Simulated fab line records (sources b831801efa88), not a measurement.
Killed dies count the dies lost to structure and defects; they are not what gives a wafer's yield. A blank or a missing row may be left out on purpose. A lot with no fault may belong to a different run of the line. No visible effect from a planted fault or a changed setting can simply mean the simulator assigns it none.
The tool behind it: which one? || flow sky130 || 36 wafers from 12 lots sampled at 5 of the route's 708 steps

WHAT EACH GAUGE READ, for each wafer
SKY_SONOS_TUNNEL_CD_MEAS_07: the cd target is 410 nm.
{"lot": "L482", "measured": "day 11 08:31", "on": "cdSem-01", "cdNm (nm)": "407.0 409.0 407.2"}
{"lot": "L483", "measured": "day 11 08:59", "on": "cdSem-02", "cdNm (nm)": "411.6 410.5 411.7"}
{"lot": "L484", "measured": "day 12 00:31", "on": "cdSem-01", "cdNm (nm)": "410.2 411.2 412.0"}
{"lot": "L488", "measured": "day 13 07:32", "on": "cdSem-01", "cdNm (nm)": "410.9 411.2 412.2"}
{"lot": "L492", "measured": "day 14 18:02", "on": "cdSem-02", "cdNm (nm)": "395.0 394.9 396.0"}
{"lot": "L493", "measured": "day 14 20:55", "on": "cdSem-02", "cdNm (nm)": "409.3 410.9 407.9"}
{"lot": "L495", "measured": "day 15 20:10", "on": "cdSem-01", "cdNm (nm)": "410.2 406.9 410.1"}
{"lot": "L496", "measured": "day 16 06:23", "on": "cdSem-02", "cdNm (nm)": "397.1 396.7 400.9"}
{"lot": "L498", "measured": "day 16 20:33", "on": "cdSem-01", "cdNm (nm)": "411.6 413.1 413.7"}
{"lot": "L503", "measured": "day 18 10:35", "on": "cdSem-02", "cdNm (nm)": "410.1 411.0 413.4"}
{"lot": "L505", "measured": "day 19 03:32", "on": "cdSem-01", "cdNm (nm)": "408.9 408.7 409.3"}
{"lot": "L504", "measured": "day 19 05:34", "on": "cdSem-01", "cdNm (nm)": "410.1 408.8 409.2"}

SKY_SONOS_ONO_THK_MEAS_05.
{"lot": "L482", "measured": "day 11 15:05", "on": "filmMetro-01", "SONOS_ONO_CVD_04_THK (nm)": "5.48 5.48 5.57"}
{"lot": "L483", "measured": "day 11 15:09", "on": "filmMetro-02", "SONOS_ONO_CVD_04_THK (nm)": "5.63 5.77 5.69"}
{"lot": "L484", "measured": "day 12 04:54", "on": "filmMetro-02", "SONOS_ONO_CVD_04_THK (nm)": "5.73 5.71 5.68"}
{"lot": "L488", "measured": "day 13 15:01", "on": "filmMetro-01", "SONOS_ONO_CVD_04_THK (nm)": "5.51 5.55 5.53"}
{"lot": "L492", "measured": "day 15 01:29", "on": "filmMetro-01", "SONOS_ONO_CVD_04_THK (nm)": "5.84 5.90 5.77"}
{"lot": "L493", "measured": "day 15 03:53", "on": "filmMetro-02", "SONOS_ONO_CVD_04_THK (nm)": "5.77 5.66 5.72"}
{"lot": "L495", "measured": "day 16 05:08", "on": "filmMetro-01", "SONOS_ONO_CVD_04_THK (nm)": "5.82 5.94 5.93"}
{"lot": "L496", "measured": "day 16 12:30", "on": "filmMetro-01", "SONOS_ONO_CVD_04_THK (nm)": "5.73 5.82 5.74"}
{"lot": "L498", "measured": "day 17 02:54", "on": "filmMetro-02", "SONOS_ONO_CVD_04_THK (nm)": "5.59 5.69 5.85"}
{"lot": "L503", "measured": "day 18 17:26", "on": "filmMetro-01", "SONOS_ONO_CVD_04_THK (nm)": "5.69 5.67 5.72"}
{"lot": "L505", "measured": "day 19 09:26", "on": "filmMetro-03", "SONOS_ONO_CVD_04_THK (nm)": "5.67 5.78 5.65"}
{"lot": "L504", "measured": "day 19 14:01", "on": "filmMetro-01", "SONOS_ONO_CVD_04_THK (nm)": "5.75 5.72 5.64"}

SKY_GATE_OXIDE_TW_MEAS_14.
{"lot": "L482", "measured": "day 13 20:58", "on": "filmMetro-01", "GATE_OXIDE_TW": "226.9 225.7 226.3"}
{"lot": "L483", "measured": "day 13 21:17", "on": "filmMetro-04", "GATE_OXIDE_TW": "230.7 230.2 230.3"}
{"lot": "L484", "measured": "day 14 10:41", "on": "filmMetro-01", "GATE_OXIDE_TW": "226.7 226.7 226.5"}
{"lot": "L488", "measured": "day 15 23:16", "on": "filmMetro-04", "GATE_OXIDE_TW": "229.2 229.3 230.1"}
{"lot": "L492", "measured": "day 17 13:46", "on": "filmMetro-02", "GATE_OXIDE_TW": "223.6 223.8 224.2"}
{"lot": "L493", "measured": "day 17 15:29", "on": "filmMetro-04", "GATE_OXIDE_TW": "229.9 229.4 228.6"}
{"lot": "L495", "measured": "day 18 18:50", "on": "filmMetro-04", "GATE_OXIDE_TW": "229.7 228.5 229.9"}
{"lot": "L496", "measured": "day 19 01:43", "on": "filmMetro-02", "GATE_OXIDE_TW": "224.6 224.3 223.6"}
{"lot": "L498", "measured": "day 19 16:43", "on": "filmMetro-02", "GATE_OXIDE_TW": "224.4 225.1 224.4"}
{"lot": "L503", "measured": "day 21 11:17", "on": "filmMetro-01", "GATE_OXIDE_TW": "226.6 226.7 227.4"}
{"lot": "L505", "measured": "day 22 00:13", "on": "filmMetro-04", "GATE_OXIDE_TW": "229.6 230.3 228.6"}
{"lot": "L504", "measured": "day 22 04:27", "on": "filmMetro-04", "GATE_OXIDE_TW": "228.8 229.6 229.1"}

WHAT TOOL EACH LOT RAN ON (gives the tool, then ch and the chambers of the sampled wafers, and finally the start)
{"lot": "L482", "SKY_SONOS_TUNNEL_DEVELOP_06": "lithoTrack-04 ch 0, day 11 08:22", "SKY_SONOS_ONO_STRIP_17": "plasmaAsher-01 ch 0,1, day 12 15:58"}
{"lot": "L483", "SKY_SONOS_TUNNEL_DEVELOP_06": "lithoTrack-02 ch 0, day 11 08:51", "SKY_SONOS_ONO_STRIP_17": "plasmaAsher-04 ch 0,1, day 12 16:07"}
{"lot": "L484", "SKY_SONOS_TUNNEL_DEVELOP_06": "lithoTrack-02 ch 0, day 12 00:23", "SKY_SONOS_ONO_STRIP_17": "plasmaAsher-04 ch 0,1, day 13 06:01"}
{"lot": "L488", "SKY_SONOS_TUNNEL_DEVELOP_06": "lithoTrack-02 ch 0, day 13 07:23", "SKY_SONOS_ONO_STRIP_17": "plasmaAsher-02 ch 0,1, day 14 17:19"}
{"lot": "L492", "SKY_SONOS_TUNNEL_DEVELOP_06": "lithoTrack-02 ch 0, day 14 17:54", "SKY_SONOS_ONO_STRIP_17": "plasmaAsher-04 ch 0,1, day 16 05:51"}
{"lot": "L493", "SKY_SONOS_TUNNEL_DEVELOP_06": "lithoTrack-04 ch 0, day 14 20:46", "SKY_SONOS_ONO_STRIP_17": "plasmaAsher-02 ch 0,1, day 16 07:31"}
{"lot": "L495", "SKY_SONOS_TUNNEL_DEVELOP_06": "lithoTrack-01 ch 0, day 15 20:01", "SKY_SONOS_ONO_STRIP_17": "plasmaAsher-04 ch 0,1, day 17 09:52"}
{"lot": "L496", "SKY_SONOS_TUNNEL_DEVELOP_06": "lithoTrack-02 ch 0, day 16 06:15", "SKY_SONOS_ONO_STRIP_17": "plasmaAsher-04 ch 0,1, day 17 16:19"}
{"lot": "L498", "SKY_SONOS_TUNNEL_DEVELOP_06": "lithoTrack-04 ch 0, day 16 20:25", "SKY_SONOS_ONO_STRIP_17": "plasmaAsher-02 ch 0,1, day 18 07:28"}
{"lot": "L503", "SKY_SONOS_TUNNEL_DEVELOP_06": "lithoTrack-04 ch 0, day 18 10:26", "SKY_SONOS_ONO_STRIP_17": "plasmaAsher-01 ch 0,1, day 19 23:50"}
{"lot": "L505", "SKY_SONOS_TUNNEL_DEVELOP_06": "lithoTrack-04 ch 0, day 19 03:23", "SKY_SONOS_ONO_STRIP_17": "plasmaAsher-01 ch 0,1, day 20 15:52"}
{"lot": "L504", "SKY_SONOS_TUNNEL_DEVELOP_06": "lithoTrack-04 ch 0, day 19 05:25", "SKY_SONOS_ONO_STRIP_17": "plasmaAsher-02 ch 0,1, day 20 20:28"}
- SKY_SONOS_TUNNEL_DEVELOP_06: develop time 60 s.
- SKY_SONOS_ONO_STRIP_17: strips in O2/N2.

WHAT THE TOOLS THEMSELVES READ (means of the sampled wafers that have a number; where no wafer has one, the mark that the record gives instead)
SKY_SONOS_TUNNEL_DEVELOP_06.
{"lot": "L482", "tool": "lithoTrack-04", "chillPlateTempC (C)": 23.02}
{"lot": "L483", "tool": "lithoTrack-02", "chillPlateTempC (C)": 23.00}
{"lot": "L484", "tool": "lithoTrack-02", "chillPlateTempC (C)": 23.09}
{"lot": "L488", "tool": "lithoTrack-02", "chillPlateTempC (C)": 23.03}
{"lot": "L492", "tool": "lithoTrack-02", "chillPlateTempC (C)": 23.15}
{"lot": "L493", "tool": "lithoTrack-04", "chillPlateTempC (C)": 22.92}
{"lot": "L495", "tool": "lithoTrack-01", "chillPlateTempC (C)": 22.82}
{"lot": "L496", "tool": "lithoTrack-02", "chillPlateTempC (C)": 22.97}
{"lot": "L498", "tool": "lithoTrack-04", "chillPlateTempC (C)": 22.97}
{"lot": "L503", "tool": "lithoTrack-04", "chillPlateTempC (C)": 22.90}
{"lot": "L505", "tool": "lithoTrack-04", "chillPlateTempC (C)": 22.95}
{"lot": "L504", "tool": "lithoTrack-04", "chillPlateTempC (C)": 22.95}

SKY_SONOS_ONO_STRIP_17.
{"lot": "L482", "tool": "plasmaAsher-01", "drypumpMotorCurrentA (A)": 6.2, "oesProductAu (a.u.)": 0.710, "stripTimeToEndpointS (s)": 14.12}
{"lot": "L483", "tool": "plasmaAsher-04", "drypumpMotorCurrentA (A)": 5.7, "oesProductAu (a.u.)": 0.707, "stripTimeToEndpointS (s)": 14.10}
{"lot": "L484", "tool": "plasmaAsher-04", "drypumpMotorCurrentA (A)": 5.6, "oesProductAu (a.u.)": 0.709, "stripTimeToEndpointS (s)": 14.14}
{"lot": "L488", "tool": "plasmaAsher-02", "drypumpMotorCurrentA (A)": 5.5, "oesProductAu (a.u.)": 0.707, "stripTimeToEndpointS (s)": 14.07}
{"lot": "L492", "tool": "plasmaAsher-04", "drypumpMotorCurrentA (A)": 5.7, "oesProductAu (a.u.)": 0.713, "stripTimeToEndpointS (s)": 14.09}
{"lot": "L493", "tool": "plasmaAsher-02", "drypumpMotorCurrentA (A)": 5.8, "oesProductAu (a.u.)": 0.708, "stripTimeToEndpointS (s)": 14.07}
{"lot": "L495", "tool": "plasmaAsher-04", "drypumpMotorCurrentA (A)": 5.7, "oesProductAu (a.u.)": 0.711, "stripTimeToEndpointS (s)": 14.07}
{"lot": "L496", "tool": "plasmaAsher-04", "drypumpMotorCurrentA (A)": 5.7, "oesProductAu (a.u.)": 0.712, "stripTimeToEndpointS (s)": 14.07}
{"lot": "L498", "tool": "plasmaAsher-02", "drypumpMotorCurrentA (A)": 5.8, "oesProductAu (a.u.)": 0.712, "stripTimeToEndpointS (s)": 14.02}
{"lot": "L503", "tool": "plasmaAsher-01", "drypumpMotorCurrentA (A)": 6.2, "oesProductAu (a.u.)": 0.709, "stripTimeToEndpointS (s)": 14.06}
{"lot": "L505", "tool": "plasmaAsher-01", "drypumpMotorCurrentA (A)": 6.3, "oesProductAu (a.u.)": 0.707, "stripTimeToEndpointS (s)": 14.06}
{"lot": "L504", "tool": "plasmaAsher-02", "drypumpMotorCurrentA (A)": 5.8, "oesProductAu (a.u.)": 0.711, "stripTimeToEndpointS (s)": 14.06}

THE ANSWER, worked out from the rows above alone
Rule: the lots themselves supply what counts as usual. Put in order of their means at a reading, lots are off if they are a third of the lots or fewer, leave a main group of 4 or more, and stand apart from it by a gap of 3 or more times the standard deviation of the main group's means; of several such gaps the widest counts. The tables above print the reading to a certain number of digits; a main group whose means all agree to those digits is not used. Also off: a lot with no number at a reading for which 4 or more lots have one. The other lots that the step has rows for count as sound. After the gauges, taken in route order, come the tools' own readings; for these a lot's mean is taken, as printed above. The first step at which some lot is off is used, and at that step the reading that is off furthest; a lot without a number counts as furthest.
Off at SKY_SONOS_TUNNEL_CD_MEAS_07 (cdNm): L492, L496. For the main group the mean is 410.3 nm and the standard deviation 1.5.
A tool fits if, at a process step before that reading, it ran every lot that is off, and no sound lot after the first of them. The gauges at SKY_SONOS_TUNNEL_CD_MEAS_07 are tried like those tools. One candidate fits, namely lithoTrack-02 at SKY_SONOS_TUNNEL_DEVELOP_06. Its last sound lot is L488 (day 13 07:23), its first lot that is off L492 (day 14 17:54): a fault that began between those two fits.

WHAT HAD BEEN PUT IN BY THE SIMULATOR
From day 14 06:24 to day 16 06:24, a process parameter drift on lithoTrack-02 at SKY_SONOS_TUNNEL_DEVELOP_06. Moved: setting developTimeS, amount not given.
Struck lots among those shown: L492, L496. The rule above reached the same finding.
